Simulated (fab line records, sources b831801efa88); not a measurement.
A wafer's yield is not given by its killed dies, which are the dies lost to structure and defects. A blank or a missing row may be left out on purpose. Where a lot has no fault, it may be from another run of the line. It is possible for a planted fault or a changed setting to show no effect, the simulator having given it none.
Matching of chambers | flow sky130 | SKY_CAP2M_CVD_00 on pecvd-03 has 3 sister chambers
The step deposits SiO2, target thk 15.5 nm. 3 wafers are shown with their chamber, then 7 later ones without.

== EACH WAFER AND ITS CHAMBER ==
wafer  | chamber | heater-power-w (W)
L121.1 | 0       | 832
L127.1 | 1       | 685
L127.4 | 2       | 759

== WAFERS WITH NO CHAMBER GIVEN ==
wafer  | heater-power-w (W)
L127.6 | 685
L128.2 | 829
L128.3 | 681
L128.6 | 828
L130.1 | 813
L130.4 | 799
L130.6 | 833

== WHICH CHAMBER EACH WENT THROUGH ==
wafer  | from the rows above     | in truth
L127.6 | 1                       | 1
L128.2 | 0                       | 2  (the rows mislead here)
L128.3 | 1                       | 1
L128.6 | 0                       | 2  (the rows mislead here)
L130.1 | 0                       | 0
L130.4 | can't be placed: 0 or 2 | 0
L130.6 | 0                       | 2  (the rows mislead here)
Correct placement for 3 of the 7. Not placeable from these rows: 1 (in 1, the candidates include the true chamber). Wrongly placed: 3.
How it was worked out, from the rows above alone: a wafer's distance from a chamber is the root of the sum, over the readings, of the square of ((its reading less the chamber's mean) divided by the reading's scatter). The wafer belongs to the nearest chamber; if the next one is less than 2 further off, it can't be placed. A chamber's mean is the mean of its shown wafers. The scatter (one wafer shown for each chamber): square how far every hidden wafer sits from the nearest shown wafer, average those squares and take the square root.
